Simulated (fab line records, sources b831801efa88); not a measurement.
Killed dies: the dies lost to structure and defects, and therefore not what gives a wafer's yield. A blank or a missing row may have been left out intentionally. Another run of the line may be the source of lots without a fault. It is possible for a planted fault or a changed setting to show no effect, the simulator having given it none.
Check of tool commonality + flow gf180mcu + 13 lots and 39 wafers in the sample

## WHY IT WAS OPENED
Of 13 lots, 1 have the reading VT_IMPLANT_4_TW flagged at GF_VT_IMPLANT_TW_MEAS_43. Fault-free wafers read 688, with a standard deviation of 4.8.
Rule: a lot is flagged when every wafer of it that has a number lies more than 4 standard deviations from that mean, or none has a number. All remaining lots are regarded as sound.

| lot  | measured     | on            | VT_IMPLANT_4_TW, wafer by wafer | flag    |
|------|--------------|---------------|---------------------------------|---------|
| L331 | day 7 15:49  | film-metro-03 | 682 685 680                     |         |
| L333 | day 8 02:04  | film-metro-04 | 692 696 694                     |         |
| L334 | day 8 06:17  | film-metro-01 | 685 685 684                     |         |
| L335 | day 8 15:38  | film-metro-03 | 676 679 679                     |         |
| L336 | day 8 23:13  | film-metro-04 | 695 694 690                     |         |
| L337 | day 9 04:36  | film-metro-03 | 685 680 685                     |         |
| L338 | day 9 10:23  | film-metro-04 | 692 698 695                     |         |
| L339 | day 9 18:23  | film-metro-04 | 692 696 697                     |         |
| L340 | day 10 00:42 | film-metro-04 | 690 691 688                     |         |
| L349 | day 12 14:34 | film-metro-03 | 30 30 30                        | FLAGGED |
| L352 | day 13 12:45 | film-metro-04 | 693 690 691                     |         |
| L353 | day 13 19:20 | film-metro-03 | 689 684 686                     |         |
| L354 | day 14 02:17 | film-metro-04 | 694 694 696                     |         |
On average the flagged lots read 30, which is -658 against the usual, or -99 or more standard deviations.

## WHICH TOOL EACH LOT WENT THROUGH
The record holds 1 process step before the reading, out of a route of 602 steps. Every cell lists first the tool, next ch and the chambers used by the sampled wafers, and last the start.
| lot  | flag    | GF_VT_IMPLANT_EXPOSE_37             |
|------|---------|-------------------------------------|
| L331 |         | iline-stepper-02 ch 0, day 7 07:52  |
| L333 |         | iline-stepper-02 ch 0, day 7 18:11  |
| L334 |         | iline-stepper-02 ch 0, day 7 21:53  |
| L335 |         | iline-stepper-02 ch 0, day 8 07:06  |
| L336 |         | iline-stepper-01 ch 0, day 8 14:35  |
| L337 |         | iline-stepper-02 ch 0, day 8 20:03  |
| L338 |         | iline-stepper-02 ch 0, day 9 02:04  |
| L339 |         | iline-stepper-02 ch 0, day 9 09:07  |
| L340 |         | iline-stepper-01 ch 0, day 9 15:42  |
| L349 | FLAGGED | iline-stepper-02 ch 0, day 12 04:52 |
| L352 |         | iline-stepper-02 ch 0, day 13 03:01 |
| L353 |         | iline-stepper-01 ch 0, day 13 09:38 |
| L354 |         | iline-stepper-02 ch 0, day 13 16:02 |
What is done by these steps:
- GF_VT_IMPLANT_EXPOSE_37: exposes mask Nwell HV AREA, target cd 860 nm.
- GF_VT_IMPLANT_TW_MEAS_43

## FLAGGED AGAINST TOTAL, ONE TOOL AT A TIME (gauges that did the reading follow at the end)
| step                     | tool             | lots run | flagged | share of the flagged lots | sound lots run after its first flagged lot |
|--------------------------|------------------|----------|---------|---------------------------|--------------------------------------------|
| GF_VT_IMPLANT_EXPOSE_37  | iline-stepper-01 | 3        | 0       | none                      | -                                          |
| GF_VT_IMPLANT_EXPOSE_37  | iline-stepper-02 | 10       | 1       | all                       | 2 (L352,L354)                              |
| GF_VT_IMPLANT_TW_MEAS_43 | film-metro-01    | 1        | 0       | none                      | -                                          |
| GF_VT_IMPLANT_TW_MEAS_43 | film-metro-03    | 5        | 1       | all                       | 1 (L353)                                   |
| GF_VT_IMPLANT_TW_MEAS_43 | film-metro-04    | 7        | 0       | none                      | -                                          |

## WHAT THE TABLE ALLOWS
In 2 table rows, all flagged lots were run: iline-stepper-02 (GF_VT_IMPLANT_EXPOSE_37), film-metro-03 (GF_VT_IMPLANT_TW_MEAS_43).
- iline-stepper-02 at GF_VT_IMPLANT_EXPOSE_37: 1 of its 10 lots flagged. Sound lots ran on it after the first flagged one (L352, L354), which a lasting fault on the whole tool wouldn't allow.
- film-metro-03 at GF_VT_IMPLANT_TW_MEAS_43: 1 of its 5 lots flagged. Sound lots ran on it after the first flagged one (L353), which a lasting fault on the whole tool wouldn't allow.
Not one row of the table ran every flagged lot while running no sound lot after the first.

## WHAT THE SIMULATOR HAD PUT IN
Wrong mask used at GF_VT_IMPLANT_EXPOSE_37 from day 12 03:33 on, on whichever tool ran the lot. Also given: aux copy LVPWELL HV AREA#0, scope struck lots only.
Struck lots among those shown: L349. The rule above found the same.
